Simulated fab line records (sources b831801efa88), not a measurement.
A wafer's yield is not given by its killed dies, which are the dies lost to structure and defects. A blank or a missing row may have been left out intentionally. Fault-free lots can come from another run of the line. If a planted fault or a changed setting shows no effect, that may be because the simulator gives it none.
One fault seen from 2 desks	flow sky130	each desk holds nothing but its own numbers, with what lay behind them at the end

== TOOL OWNER'S DESK, implanter-04 ==
The tool's own readings at SKY_LDD_N_IMPLANT_11: means of the sampled wafers that have a number, for each lot that ran on this tool. If a lot's mean is further than 4 standard deviations from the usual mean, the lot is out of limits and carries the mark OUT (the distance appears in the brackets).
Columns: A = beamOnS at SKY_LDD_N_IMPLANT_11, usual 9.98 s; B = doseIonsCm2 at SKY_LDD_N_IMPLANT_11, usual 7.501e+13; C = faradayCurrentUA at SKY_LDD_N_IMPLANT_11, usual 423; D = rotationDeg at SKY_LDD_N_IMPLANT_11, usual 292.99 degrees
lot	first seen here	A	B	C	D
L941	day 17 21:24	9.88	7.516e+13	427	293.02
L945	day 19 01:04	9.82	7.501e+13	430	292.97
L950	day 21 06:18	9.87	7.492e+13	427	293.02
L953	day 22 13:38	10.15	7.509e+13	417	292.99
L956	day 23 08:01	13.02 (+14) OUT	1.096e+14 (+99 or more) OUT	474 (+5.6) OUT	292.98
L958	day 24 02:34	12.97 (+14) OUT	1.096e+14 (+99 or more) OUT	477 (+5.9) OUT	293.03
This desk's verdict: out of limits on L956, L958, starting with L956 at day 23 08:01 (beamOnS at SKY_LDD_N_IMPLANT_11). L941, L945, L950, L953 stayed within limits.

== THE METROLOGY DESK ==
What the gauges read, lot by lot, whatever tool the lot ran on: means of the sampled wafers that have a number. If a lot's mean is further than 4 standard deviations from the usual mean, the lot is out of limits and carries the mark OUT (the distance appears in the brackets).
Columns: A = LDD_P_TW at SKY_LDD_P_TW_MEAS_11, usual 632; B = LDD_HVN_OVL at SKY_LDD_HVN_OVL_MEAS_07, usual -1.4 nm; C = LI_CONTACT_OVL at SKY_LI_CONTACT_OVL_MEAS_13, usual -2 nm
lot	first seen here	A	B	C
L941	day 19 04:02	634	-2.3	-2
L942	day 19 04:46	635	-1.0	-4
L944	day 20 08:13	639	-0.1	1
L945	day 20 08:32	640	-1.7	-3
L947	day 21 05:48	636	-2.0	-1
L949	day 22 11:23	629	0.1	1
L950	day 22 13:50	634	-0.9	-2
L952	day 23 12:16	631	-0.5	-2
L953	day 23 21:26	630	-1.5	-13
L956	day 24 15:38	637	-1.7	-3
L958	day 25 09:13	636	-2.3	-5
L963	day 26 20:33	628	0.5	-3
This desk's verdict: no lot among the 12 shows anything out of limits.

== BROUGHT TOGETHER ==
On L956, L958, at day 23 08:01, an alarm was possible from the tool owner's desk.
Nothing out of limits was seen by the metrology desk.
The metrology desk holds a record of L956, L958, inside its limits.
The lots listed all ran SKY_LDD_N_IMPLANT_11 on implanter-04.

== WHAT WAS PUT IN BY THE SIMULATOR ==
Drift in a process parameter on implanter-04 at SKY_LDD_N_IMPLANT_11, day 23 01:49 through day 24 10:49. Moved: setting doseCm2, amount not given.
Lots struck among those shown: L956, L958.
Delay in hours, fault start to first out-of-limits reading, by desk: the tool owner's desk at 6.
